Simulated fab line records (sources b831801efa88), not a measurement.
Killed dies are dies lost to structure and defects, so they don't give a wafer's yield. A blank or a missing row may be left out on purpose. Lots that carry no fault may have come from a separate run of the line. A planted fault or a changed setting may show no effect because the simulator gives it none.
fab line records	flow sfq-line
record lots=5	wafers=23
route steps=325 shown I2@107 M3@119 I3@138 M4@152 I4@168 JJ@179 M5@201 R5@218
start-h: start of the lot's first displayed wafer, in hours after the record's first day	wait-h: how many hours have passed since the lot's step before this one	" same as the row above	L1.1+2: a single row standing in for several wafers	- value missing, or start not given	* or withheld: withheld	< > ~ a bound
route shown NAME@n: NAME is a module with steps in the file, n the number in the route of the first one	usual: mean/standard deviation of fault-free wafers	same: alike in all rows	chamber/n: place in a boat	sites: per-site readings	_std_site: standard deviation of those values	_edge_site: mean of outer sites minus mean of inner sites	radius-mm: for every site, how far away it sits from the centre of the wafer	mask NAME#n: copy n	behind: the tool/chamber that last shaped the wafer	hold: the reason the lot was held/the length of the hold in hours/how it ended	device: names the non-switching transistor (n, p or np)	end of line: tests run on the same wafers once the route is complete	for a step that has no rows: nothing shown but its recipe	killed: dies lost to structure and defects at the first sort, not the wafer's yield	map: shows each die of a wafer: x if killed, . if not, _ if none is there
set.NAME: the setting the step ran with; set.NAME@STEP: the setting that earlier step ran with	model.NAME: the simulator's own value behind a step, which no gauge read
one table per step and one row per wafer, for lots whose settings were changed on purpose
## steps
# step SFQ_TRILAYER_I2_VIA_LITHO_COAT_072
# recipe resist=BARC	spin-rpm=3000	resist-thk-nm=62
lot.wafer	tool	chamber	start-h	wait-h	set.spin-rpm	model.BARC_of_TRILAYER_I2_VIA_LITHO_COAT_072.thk-nm
L074.1	litho-track-02	0	754.21	1.0	2857	63.67
L074.2	"	0	"	"	2857	63.7
L074.4	"	0	"	"	2857	63.42
L074.5	"	0	"	"	3000	61.92
L074.6	"	0	"	"	3000	62.15
L078.1	litho-track-04	0	778.21	1.0	3000	62.04
L078.3	"	0	"	"	3000	62
L078.4	"	0	"	"	3000	62.13
L081.1	litho-track-02	0	839.27	1.0	3000	62.06
L081.2	"	0	"	"	3000	61.78
L081.3	"	0	"	"	3000	61.83
L081.4	"	0	"	"	3121	60.72
L081.5	"	0	"	"	3121	60.67
L082.1+4	litho-track-04	0	845.22	1.0	3000	62.22
L082.2	"	0	"	"	3000	62.03
L082.3	"	0	"	"	3000	62.13
L082.6	"	0	"	"	3000	62.28
L083.1	litho-track-04	0	856.37	1.0	3000	61.93
L083.3	"	0	"	"	3000	61.89
L083.4	"	0	"	"	3000	61.73
L083.5	"	0	"	"	3000	61.77
L083.6	"	0	"	"	3000	61.72
# step SFQ_TRILAYER_M3_DEP_SPUTTER_073
# recipe material=Nb	base-pressure-pa=1.33e-06	chamber-pressure-pa=0.1333	substrate-temp-c=20	resputter-cathode-voltage-v=400	target-thk-nm=200	power-w=2000	time-s=133.3
lot.wafer	tool	chamber	start-h	wait-h	set.time-s	model.Nb_of_TRILAYER_M3_DEP_SPUTTER_073.thk-nm
L074.1	pvd-sputter-05	-	758.40	0.0	133.3	198.4
L074.2+6	"	-	"	"	117.3	173.1
L074.4	"	-	"	"	133.3	199.7
L074.5	"	-	"	"	117.3	176.6
L078.1	pvd-sputter-03	-	784.61	0.0	133.3	199.3
L078.3	"	-	"	"	133.3	198.6
L078.4	"	-	"	"	133.3	200
L081.1	pvd-sputter-04	-	843.95	0.0	133.3	201.3
L081.2	"	-	"	"	142.1	213.4
L081.3	"	-	"	"	133.3	201.1
L081.4	"	-	"	"	142.1	211.7
L081.5	"	-	"	"	133.3	201
L082.1	pvd-sputter-05	-	849.39	0.0	123	184.9
L082.2	"	-	"	"	123	183.6
L082.3	"	-	"	"	133.3	199.9
L082.4	"	-	"	"	133.3	201.2
L082.6	"	-	"	"	133.3	200.2
L083.1	pvd-sputter-04	-	871.59	0.0	133.3	201.5
L083.3	"	-	"	"	133.3	199.9
L083.4	"	-	"	"	133.3	198.3
L083.5	"	-	"	"	133.3	199.7
L083.6	"	-	"	"	133.3	200.7
# step SFQ_M3_RS_MEAS_919
# recipe thk-meas-gauge=four-point-probe	reads=Nb_of_TRILAYER_M3_DEP_SPUTTER_073
# usual M3_NB_RS=0.891/0.006
lot.wafer	tool	chamber	start-h	wait-h	set.time-s@TRILAYER_M3_DEP_SPUTTER_073	M3_NB_RS[ohm/sq]
L074.1	film-metro-01	-	758.49	0.0	133.3	0.898
L074.2	"	-	"	"	117.3	1.031
L074.4	"	-	"	"	133.3	0.892
L074.5	"	-	"	"	117.3	1.008
L074.6	"	-	"	"	117.3	1.029
L078.1	film-metro-03	-	784.70	0.0	133.3	0.893
L078.3	"	-	"	"	133.3	0.894
L078.4	"	-	"	"	133.3	0.890
L081.1	film-metro-01	-	844.04	0.0	133.3	0.885
L081.2	"	-	"	"	142.1	0.833
L081.3	"	-	"	"	133.3	0.885
L081.4	"	-	"	"	142.1	0.838
L081.5	"	-	"	"	133.3	0.885
L082.1	film-metro-03	-	849.48	0.0	123	0.961
L082.2	"	-	"	"	123	0.969
L082.3	"	-	"	"	133.3	0.889
L082.4	"	-	"	"	133.3	0.881
L082.6	"	-	"	"	133.3	0.888
L083.1	film-metro-01	-	871.68	0.0	133.3	0.883
L083.3	"	-	"	"	133.3	0.890
L083.4	"	-	"	"	133.3	0.898
L083.5	"	-	"	"	133.3	0.892
L083.6	"	-	"	"	133.3	0.887
# step SFQ_TRILAYER_M3_LITHO_EXPOSE_076
# recipe mask-id=M3	na=0.6	source-shape=conventional	sigma-outer=0.65	target-cd-nm=500	dose-mj=14.4
lot.wafer	tool	chamber	start-h	wait-h	mask	set.dose-mj
L074.1+2+4+5+6	krf-scanner-01	0	760.16	-	M3#0	14.4
L078.1+3+4	krf-scanner-02	0	787.14	-	M3#0	14.4
L081.1+5	krf-scanner-01	0	845.09	-	M3#0	14.4
L081.2+3+4	"	0	"	"	M3#0	14.7
L082.1+2+3+4+6	krf-scanner-01	0	867.89	-	M3#0	14.4
L083.1+4	krf-scanner-01	0	875.09	-	M3#0	15.16
L083.3+5+6	"	0	"	"	M3#0	14.4
# step SFQ_TRILAYER_M3_LITHO_PEB_078
# recipe peb-temp-c=115	peb-time-s=60	resist=KrF
# step SFQ_TRILAYER_M3_LITHO_DEVELOP_077
# recipe time-s=60	resist=KrF
# step SFQ_TRILAYER_M3_BARC_OPEN_METAL_ETCH_100
# recipe mask-material=PR	chemistry=O2	target-depth-nm=125	target=BARC	icp-w=600	bias-w=79.03	pressure-mtorr=10	time-s=41.7
lot.wafer	tool	chamber	start-h	wait-h	set.dose-mj@TRILAYER_M3_LITHO_EXPOSE_076	model.M3.cd-nm
L074.1	rie-metal-02	1	761.70	0.0	14.4	502.2
L074.2+5	"	0	"	"	14.4	502.1
L074.4	"	1	"	"	14.4	502.4
L074.6	"	1	"	"	14.4	501.2
L078.1	rie-metal-04	1	788.68	0.0	14.4	501.1
L078.3	"	1	"	"	14.4	501.9
L078.4	"	0	"	"	14.4	501.4
L081.1	rie-metal-02	0	846.63	0.0	14.4	500.5
L081.2	"	1	"	"	14.7	498.5
L081.3	"	0	"	"	14.7	498.3
L081.4	"	1	"	"	14.7	498.2
L081.5	"	0	"	"	14.4	500.8
L082.1	rie-metal-02	0	869.43	0.0	14.4	500.5
L082.2	"	1	"	"	14.4	499.5
L082.3+6	"	1,0	"	"	14.4	500
L082.4	"	0	"	"	14.4	500.2
L083.1	rie-metal-01	0	876.63	0.0	15.16	491.4
L083.3	"	0	"	"	14.4	501.2
L083.4	"	1	"	"	15.16	492.1
L083.5	"	1	"	"	14.4	500.3
L083.6	"	0	"	"	14.4	501.3
# step SFQ_TRILAYER_M3_ETCH_METAL_ETCH_078
# recipe target=Nb	stop-on=SiO2	mask-material=PR	chemistry=Cl2/Ar	target-depth-nm=240	icp-w=600	bias-w=80	pressure-mtorr=10	time-s=120
# usual oes-product-au=0.894/0.0056
lot.wafer	tool	chamber	start-h	wait-h	set.icp-w	set.time-s@TRILAYER_M3_DEP_SPUTTER_073	oes-product-au	model.KrF_of_TRILAYER_M3_LITHO_COAT_075.thk-nm
L074.1	rie-metal-02	1	761.76	0.0	600	133.3	0.888	377.6
L074.2	"	0	"	"	600	117.3	0.821	-
L074.4	"	1	"	"	600	133.3	0.893	379.1
L074.5	"	0	"	"	600	117.3	0.832	-
L074.6	"	1	"	"	600	117.3	0.826	-
L078.1	rie-metal-04	1	788.74	0.0	600	133.3	0.896	382.2
L078.3	"	1	"	"	600	133.3	0.892	379.8
L078.4	"	0	"	"	600	133.3	0.895	378.8
L081.1	rie-metal-02	0	846.69	0.0	577.2	133.3	0.901	384.9
L081.2	"	1	"	"	577.2	142.1	0.924	-
L081.3	"	0	"	"	600	133.3	0.905	378.8
L081.4	"	1	"	"	577.2	142.1	0.927	-
L081.5	"	0	"	"	600	133.3	0.904	379.4
L082.1	rie-metal-02	0	869.49	0.0	600	123	0.858	-
L082.2	"	1	"	"	600	123	0.852	-
L082.3	"	1	"	"	600	133.3	0.887	385.5
L082.4	"	0	"	"	600	133.3	0.903	380.3
L082.6	"	0	"	"	600	133.3	0.907	381.3
L083.1	rie-metal-01	0	876.69	0.0	600	133.3	0.892	382.6
L083.3	"	0	"	"	551.2	133.3	0.893	392.2
L083.4	"	1	"	"	600	133.3	0.898	382
L083.5	"	1	"	"	551.2	133.3	0.897	390.6
L083.6	"	0	"	"	600	133.3	0.894	382.3
# step SFQ_TRILAYER_I3_VIA_LITHO_COAT_085
# recipe resist=KrF	spin-rpm=3000	resist-thk-nm=650
lot.wafer	tool	chamber	start-h	wait-h	set.resist-thk-nm	model.KrF_of_TRILAYER_I3_VIA_LITHO_COAT_085.thk-nm
L074.1	litho-track-01	0	769.51	0.2	622.6	622.1
L074.2	"	0	"	"	650	651.7
L074.4	"	0	"	"	622.6	621.2
L074.5	"	0	"	"	622.6	623.3
L074.6	"	0	"	"	650	651.9
L078.1	litho-track-03	0	799.51	0.2	650	652.9
L078.3	"	0	"	"	650	651.3
L078.4	"	0	"	"	650	653
L081.1	litho-track-03	0	852.46	0.2	681	681.3
L081.2	"	0	"	"	681	681.6
L081.3	"	0	"	"	650	649.7
L081.4	"	0	"	"	650	649.4
L081.5	"	0	"	"	681	680.5
L082.1	litho-track-04	0	884.69	0.2	650	649.6
L082.2	"	0	"	"	650	649.5
L082.3	"	0	"	"	633	631
L082.4	"	0	"	"	650	650.5
L082.6	"	0	"	"	633	632.4
L083.1	litho-track-01	0	892.67	0.2	650	644.4
L083.3	"	0	"	"	650	647.9
L083.4	"	0	"	"	650	647.1
L083.5	"	0	"	"	650	647.6
L083.6	"	0	"	"	650	648.2
# step SFQ_TRILAYER_M4_LITHO_COAT_098
# recipe resist=BARC	spin-rpm=3000	resist-thk-nm=62
lot.wafer	tool	chamber	start-h	wait-h	set.spin-rpm	model.BARC_of_TRILAYER_M4_LITHO_COAT_098.thk-nm
L074.1	litho-track-01	0	918.28	0.1	2857	63.25
L074.2	"	0	"	"	3000	61.93
L074.4	"	0	"	"	3000	61.79
L074.5	"	0	"	"	2857	63.17
L074.6	"	0	"	"	3000	61.9
L078.1	litho-track-02	0	945.83	0.1	3000	61.79
L078.3	"	0	"	"	3000	62.02
L078.4	"	0	"	"	3000	62.08
L081.1	litho-track-01	0	983.88	0.1	3075	61.11
L081.2	"	0	"	"	3075	61.14
L081.3	"	0	"	"	3075	61.35
L081.4	"	0	"	"	3000	61.82
L081.5	"	0	"	"	3000	62.01
L083.1	litho-track-03	0	986.28	0.1	3000	62.35
L083.3	"	0	"	"	3000	62.05
L083.4	"	0	"	"	3000	62.33
L083.5	"	0	"	"	3000	62.12
L083.6	"	0	"	"	3000	62.28
L082.1	litho-track-03	0	990.07	0.1	3056	61.28
L082.2	"	0	"	"	3056	61.42
L082.3	"	0	"	"	3056	61.18
L082.4	"	0	"	"	3000	61.84
L082.6	"	0	"	"	3000	62.02
# step SFQ_TRILAYER_I4_VIA_LITHO_COAT_103
# recipe resist=KrF	spin-rpm=3000	resist-thk-nm=650
lot.wafer	tool	chamber	start-h	wait-h	set.spin-rpm	model.KrF_of_TRILAYER_I4_VIA_LITHO_COAT_103.thk-nm
L074.1	litho-track-01	0	1054.50	0.2	2830	668
L074.2	"	0	"	"	2830	669.4
L074.4	"	0	"	"	2830	668.7
L074.5	"	0	"	"	3000	651.5
L074.6	"	0	"	"	3000	650.5
L078.1	litho-track-02	0	1092.92	0.2	3000	652.1
L078.3	"	0	"	"	3000	652.5
L078.4	"	0	"	"	3000	651.1
L081.1	litho-track-01	0	1145.71	0.2	3207	628.4
L081.2	"	0	"	"	3000	652.7
L081.3	"	0	"	"	3000	650.9
L081.4	"	0	"	"	3000	650.5
L081.5	"	0	"	"	3207	627.6
L083.1	litho-track-02	0	1148.88	0.2	3087	638.2
L083.3	"	0	"	"	3000	646.8
L083.4	"	0	"	"	3000	644.8
L083.5	"	0	"	"	3000	650
L083.6	"	0	"	"	3087	639.8
L082.1	litho-track-01	0	1151.71	0.2	3000	650.3
L082.2+4	"	0	"	"	3000	650.6
L082.3+6	"	0	"	"	3000	650.4
# step SFQ_TRILAYER_JJ_TRILAYER_DEP_SPUTTER_109
# recipe material=Nb	base-pressure-pa=1.33e-06	chamber-pressure-pa=0.1333	substrate-temp-c=20	target-thk-nm=150	power-w=2000	time-s=100
lot.wafer	tool	chamber	start-h	wait-h	set.power-w	model.Nb_of_TRILAYER_JJ_TRILAYER_DEP_SPUTTER_109.thk-nm
L074.1	pvd-sputter-04	-	1199.20	0.0	1804	134.8
L074.2	"	-	"	"	1804	135.5
L074.4	"	-	"	"	2000	150
L074.5	"	-	"	"	2000	149.8
L074.6	"	-	"	"	2000	149.9
L078.1	pvd-sputter-04	-	1232.82	0.0	2000	150.4
L078.3	"	-	"	"	2000	149.8
L078.4	"	-	"	"	2000	148.6
L081.1	pvd-sputter-04	-	1276.16	0.0	2000	150
L081.2	"	-	"	"	2000	148.3
L081.3+4	"	-	"	"	2000	148.4
L081.5	"	-	"	"	2000	148.6
L083.1	pvd-sputter-06	-	1282.15	0.0	2000	150.8
L083.3	"	-	"	"	2000	148.8
L083.4	"	-	"	"	2216	166.7
L083.5	"	-	"	"	2216	166
L083.6	"	-	"	"	2216	166.9
L082.1	pvd-sputter-05	-	1285.76	0.0	1785	133.4
L082.2	"	-	"	"	2000	148.7
L082.3	"	-	"	"	1785	132.2
L082.4	"	-	"	"	2000	148.1
L082.6	"	-	"	"	2000	148.4
# step SFQ_TRILAYER_JJ_CE_LITHO_COAT_114
# recipe resist=KrF	spin-rpm=3000	resist-thk-nm=600
lot.wafer	tool	chamber	start-h	wait-h	set.resist-thk-nm	model.KrF_of_TRILAYER_JJ_CE_LITHO_COAT_114.thk-nm
L074.1	litho-track-04	0	1200.86	0.2	578.7	576.6
L074.2+6	"	0	"	"	600	599
L074.4	"	0	"	"	578.7	577.4
L074.5	"	0	"	"	600	600.4
L078.1	litho-track-02	0	1234.48	0.2	600	598.9
L078.3	"	0	"	"	600	600.6
L078.4	"	0	"	"	600	599.7
L081.1	litho-track-04	0	1277.82	0.2	600	600.7
L081.2	"	0	"	"	588.3	586.9
L081.3	"	0	"	"	600	598.2
L081.4	"	0	"	"	588.3	589.1
L081.5	"	0	"	"	600	599
L083.1	litho-track-02	0	1283.80	0.2	600	598.8
L083.3	"	0	"	"	611	609.7
L083.4	"	0	"	"	600	598.3
L083.5	"	0	"	"	611	610.9
L083.6	"	0	"	"	600	601.5
L082.1	litho-track-04	0	1287.42	0.2	600	599.1
L082.2	"	0	"	"	600	598.9
L082.3+4	"	0	"	"	600	597.1
L082.6	"	0	"	"	600	599.7
# step SFQ_TRILAYER_JJ_CE_ETCH_RIE_118
# recipe target=Nb	stop-on=Al2O3	mask-material=PR	taper-deg=13.257	over-etch-frac=0.15	time-s=97.7	chemistry=SF6	target-depth-nm=170	icp-w=600	bias-w=80	pressure-mtorr=10
lot.wafer	tool	chamber	start-h	wait-h	set.bias-w	set.resist-thk-nm@TRILAYER_JJ_CE_LITHO_COAT_114	model.KrF_of_TRILAYER_JJ_CE_LITHO_COAT_114.thk-nm
L074.1	rie-metal-02	1	1334.57	0.1	80	578.7	453.7
L074.2	"	0	"	"	80	600	475.9
L074.4	"	0	"	"	71.81	578.7	457.6
L074.5	"	1	"	"	71.81	600	481.6
L074.6	"	0	"	"	80	600	475
L078.1	rie-metal-02	0	1361.28	0.1	80	600	476.1
L078.3	"	1	"	"	80	600	479.4
L078.4	"	0	"	"	80	600	477.2
L081.1	rie-metal-02	0	1399.81	0.1	80	600	476.6
L081.2	"	1	"	"	88.87	588.3	460.3
L081.3	"	0	"	"	80	600	474.4
L081.4	"	1	"	"	88.87	588.3	462.2
L081.5	"	0	"	"	88.87	600	471.1
L083.1	rie-metal-01	0	1404.61	0.1	80	600	474.9
L083.3	"	1	"	"	80	611	486.4
L083.4	"	0	"	"	80	600	474.5
L083.5	"	1	"	"	84.62	611	483.6
L083.6	"	0	"	"	84.62	600	475.1
L082.1	rie-metal-01	1	1407.01	0.1	87.53	600	472.3
L082.2	"	0	"	"	87.53	600	471.8
L082.3	"	0	"	"	80	600	473.6
L082.4	"	1	"	"	80	600	474.1
L082.6	"	0	"	"	87.53	600	472.6
# step SFQ_TRILAYER_M5_LITHO_EXPOSE_124
# recipe mask-id=M5	na=0.6	source-shape=conventional	sigma-outer=0.65	target-cd-nm=700	dose-mj=14.4
lot.wafer	tool	chamber	start-h	wait-h	mask	set.dose-mj
L074.1+6	krf-scanner-01	0	1446.15	-	M5#0	14.4
L074.2+4+5	"	0	"	"	M5#0	14.96
L078.1+3+4	krf-scanner-02	0	1467.33	-	M5#0	14.4
L081.1+2+5	krf-scanner-02	0	1492.85	-	M5#0	14.7
L081.3+4	"	0	"	"	M5#0	14.4
L083.1+5+6	krf-scanner-02	0	1496.45	-	M5#0	14.4
L083.3+4	"	0	"	"	M5#0	13.66
L082.1+2+3+4+6	krf-scanner-02	0	1498.85	-	M5#0	14.4
# step SFQ_TRILAYER_M5_LITHO_PEB_126
# recipe peb-temp-c=115	peb-time-s=60	resist=KrF
# step SFQ_TRILAYER_M5_LITHO_DEVELOP_125
# recipe time-s=60	resist=KrF
# step SFQ_TRILAYER_M5_BARC_OPEN_METAL_ETCH_161
# recipe mask-material=PR	chemistry=O2	target-depth-nm=125	target=BARC	icp-w=600	bias-w=80	pressure-mtorr=10	time-s=41.7
lot.wafer	tool	chamber	start-h	wait-h	set.dose-mj@TRILAYER_M5_LITHO_EXPOSE_124	model.M5.cd-nm
L074.1	rie-metal-02	0	1447.68	0.0	14.4	701.2
L074.2	"	1	"	"	14.96	695.7
L074.4	"	1	"	"	14.96	695.9
L074.5	"	0	"	"	14.96	696.3
L074.6	"	1	"	"	14.4	702.9
L078.1	rie-metal-03	0	1468.87	0.0	14.4	695.9
L078.3	"	0	"	"	14.4	699
L078.4	"	1	"	"	14.4	696.4
L081.1+2	rie-metal-03	0,1	1494.39	0.0	14.7	696.9
L081.3	"	1	"	"	14.4	700.9
L081.4	"	0	"	"	14.4	702.2
L081.5	"	1	"	"	14.7	698.4
L083.1	rie-metal-02	0	1497.99	0.0	14.4	698.7
L083.3	"	1	"	"	13.66	707.2
L083.4	"	0	"	"	13.66	706.1
L083.5	"	1	"	"	14.4	699.7
L083.6	"	0	"	"	14.4	698.5
L082.1+2	rie-metal-02	1,0	1500.39	0.0	14.4	698
L082.3+4	"	0,1	"	"	14.4	697.3
L082.6	"	1	"	"	14.4	696.6
# step SFQ_TRILAYER_M5_ETCH_METAL_ETCH_126
# recipe target=Nb	stop-on=SiO2	mask-material=PR	over-etch-frac=0.15	time-s=203.2	chemistry=Cl2/BCl3	target-depth-nm=265	icp-w=600	bias-w=80	pressure-mtorr=10
# usual oes-product-au=0.728/0.0049
lot.wafer	tool	chamber	start-h	wait-h	set.bias-w	set.power-w@TRILAYER_JJ_TRILAYER_DEP_SPUTTER_109	set.dose-mj@TRILAYER_M5_LITHO_EXPOSE_124	oes-product-au	model.M5.feature-depth-nm	model.M5.cd-nm
L074.1	rie-metal-02	0	1447.74	0.0	76.73	1804	14.4	0.702	146.8	701.2
L074.2	"	1	"	"	80	1804	14.96	0.694	147.7	696.3
L074.4	"	1	"	"	76.73	2000	14.96	0.722	161.8	695.6
L074.5	"	0	"	"	80	2000	14.96	0.731	162.3	696.1
L074.6	"	1	"	"	76.73	2000	14.4	0.732	161.7	702.9
L078.1	rie-metal-03	0	1468.93	0.0	80	2000	14.4	0.727	162.7	696.5
L078.3	"	0	"	"	80	2000	14.4	0.727	162	698.3
L078.4	"	1	"	"	80	2000	14.4	0.724	160.9	694.3
L081.1	rie-metal-03	0	1494.45	0.0	72.13	2000	14.7	0.733	161.4	696.2
L081.2	"	1	"	"	72.13	2000	14.7	0.726	159.7	696.4
L081.3	"	1	"	"	80	2000	14.4	0.720	160.8	700
L081.4	"	0	"	"	72.13	2000	14.4	0.717	159.8	703.3
L081.5	"	1	"	"	80	2000	14.7	0.721	160.9	697
L083.1	rie-metal-02	0	1498.05	0.0	77.07	2000	14.4	0.730	162.8	698.9
L083.3	"	1	"	"	80	2000	13.66	0.730	161.1	708.9
L083.4	"	0	"	"	80	2216	13.66	0.770	179	706.8
L083.5	"	1	"	"	77.07	2216	14.4	0.769	177.9	700.6
L083.6	"	0	"	"	80	2216	14.4	0.765	179.2	699.5
L082.1	rie-metal-02	1	1500.45	0.0	71.07	1785	14.4	0.683	144.5	698.2
L082.2	"	0	"	"	80	2000	14.4	0.727	161.1	698.9
L082.3	"	0	"	"	71.07	1785	14.4	0.680	143.6	697
L082.4	"	1	"	"	80	2000	14.4	0.733	160.2	697.8
L082.6	"	1	"	"	71.07	2000	14.4	0.724	159.5	697.5
# step SFQ_TRILAYER_R5_LITHO_COAT_136
# recipe resist=KrF	spin-rpm=3000	resist-thk-nm=600
lot.wafer	tool	chamber	start-h	wait-h	set.resist-thk-nm	model.KrF_of_TRILAYER_R5_LITHO_COAT_136.thk-nm
L074.1	litho-track-01	0	1497.14	0.2	600	603.6
L074.2	"	0	"	"	629.1	628.1
L074.4	"	0	"	"	600	601.4
L074.5	"	0	"	"	600	599
L074.6	"	0	"	"	629.1	631.3
L078.1	litho-track-02	0	1512.16	0.2	600	601.4
L078.3	"	0	"	"	600	600.4
L078.4	"	0	"	"	600	600.9
L081.1	litho-track-03	0	1545.14	0.2	600	599.6
L081.2	"	0	"	"	582.8	584.3
L081.3	"	0	"	"	582.8	581.4
L081.4	"	0	"	"	600	599.2
L081.5	"	0	"	"	582.8	582.1
L083.1	litho-track-03	0	1548.42	0.2	600	604.6
L083.3+5	"	0	"	"	600	600.9
L083.4	"	0	"	"	600	602.9
L083.6	"	0	"	"	600	600.1
L082.1+2	litho-track-01	0	1551.16	0.2	600	601.6
L082.3	"	0	"	"	600	600.1
L082.4	"	0	"	"	600	600.7
L082.6	"	0	"	"	600	599.9
## key
split step=SFQ_TRILAYER_I2_VIA_LITHO_COAT_072	setting=spin-rpm	stated=3000	by=wafer
response step=SFQ_TRILAYER_I2_VIA_LITHO_COAT_072	reading=model.BARC_of_TRILAYER_I2_VIA_LITHO_COAT_072.thk-nm	change=-0.314	per=1%	r=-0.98
split step=SFQ_TRILAYER_M3_DEP_SPUTTER_073	setting=time-s	stated=133.3	by=wafer
response step=SFQ_TRILAYER_M3_DEP_SPUTTER_073	reading=model.Nb_of_TRILAYER_M3_DEP_SPUTTER_073.thk-nm	change=+2.01	per=1%	r=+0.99
response step=SFQ_M3_RS_MEAS_919	reading=M3_NB_RS	change=-0.01	per=1%	r=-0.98
response step=SFQ_TRILAYER_M3_ETCH_METAL_ETCH_078	reading=oes-product-au	change=+0.00506	per=1%	r=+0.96
split step=SFQ_TRILAYER_M3_LITHO_EXPOSE_076	setting=dose-mj	stated=14.4	by=wafer
response step=SFQ_TRILAYER_M3_BARC_OPEN_METAL_ETCH_100	reading=model.M3.cd-nm	change=-1.65	per=1%	r=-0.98
split step=SFQ_TRILAYER_M3_ETCH_METAL_ETCH_078	setting=icp-w	stated=600	by=wafer
response step=SFQ_TRILAYER_M3_ETCH_METAL_ETCH_078	reading=model.KrF_of_TRILAYER_M3_LITHO_COAT_075.thk-nm	change=-1.16	per=1%	r=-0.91
split step=SFQ_TRILAYER_I3_VIA_LITHO_COAT_085	setting=resist-thk-nm	stated=650	by=wafer
response step=SFQ_TRILAYER_I3_VIA_LITHO_COAT_085	reading=model.KrF_of_TRILAYER_I3_VIA_LITHO_COAT_085.thk-nm	change=+6.81	per=1%	r=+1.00
split step=SFQ_TRILAYER_M4_LITHO_COAT_098	setting=spin-rpm	stated=3000	by=wafer
response step=SFQ_TRILAYER_M4_LITHO_COAT_098	reading=model.BARC_of_TRILAYER_M4_LITHO_COAT_098.thk-nm	change=-0.288	per=1%	r=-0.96
split step=SFQ_TRILAYER_I4_VIA_LITHO_COAT_103	setting=spin-rpm	stated=3000	by=wafer
response step=SFQ_TRILAYER_I4_VIA_LITHO_COAT_103	reading=model.KrF_of_TRILAYER_I4_VIA_LITHO_COAT_103.thk-nm	change=-3.23	per=1%	r=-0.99
split step=SFQ_TRILAYER_JJ_TRILAYER_DEP_SPUTTER_109	setting=power-w	stated=2000	by=wafer
response step=SFQ_TRILAYER_JJ_TRILAYER_DEP_SPUTTER_109	reading=model.Nb_of_TRILAYER_JJ_TRILAYER_DEP_SPUTTER_109.thk-nm	change=+1.5	per=1%	r=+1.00
response step=SFQ_TRILAYER_M5_ETCH_METAL_ETCH_126	reading=oes-product-au	change=+0.00368	per=1%	r=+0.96
response step=SFQ_TRILAYER_M5_ETCH_METAL_ETCH_126	reading=model.M5.feature-depth-nm	change=+1.52	per=1%	r=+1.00
split step=SFQ_TRILAYER_JJ_CE_LITHO_COAT_114	setting=resist-thk-nm	stated=600	by=wafer
response step=SFQ_TRILAYER_JJ_CE_LITHO_COAT_114	reading=model.KrF_of_TRILAYER_JJ_CE_LITHO_COAT_114.thk-nm	change=+6.15	per=1%	r=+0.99
response step=SFQ_TRILAYER_JJ_CE_ETCH_RIE_118	reading=model.KrF_of_TRILAYER_JJ_CE_LITHO_COAT_114.thk-nm	change=+6.13	per=1%	r=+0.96
split step=SFQ_TRILAYER_JJ_CE_ETCH_RIE_118	setting=bias-w	stated=80	by=wafer
response none clear
split step=SFQ_TRILAYER_M5_LITHO_EXPOSE_124	setting=dose-mj	stated=14.4	by=wafer
response step=SFQ_TRILAYER_M5_BARC_OPEN_METAL_ETCH_161	reading=model.M5.cd-nm	change=-1.57	per=1%	r=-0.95
response step=SFQ_TRILAYER_M5_ETCH_METAL_ETCH_126	reading=model.M5.cd-nm	change=-1.66	per=1%	r=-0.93
split step=SFQ_TRILAYER_M5_ETCH_METAL_ETCH_126	setting=bias-w	stated=80	by=wafer
response none clear
split step=SFQ_TRILAYER_R5_LITHO_COAT_136	setting=resist-thk-nm	stated=600	by=wafer
response step=SFQ_TRILAYER_R5_LITHO_COAT_136	reading=model.KrF_of_TRILAYER_R5_LITHO_COAT_136.thk-nm	change=+5.85	per=1%	r=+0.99
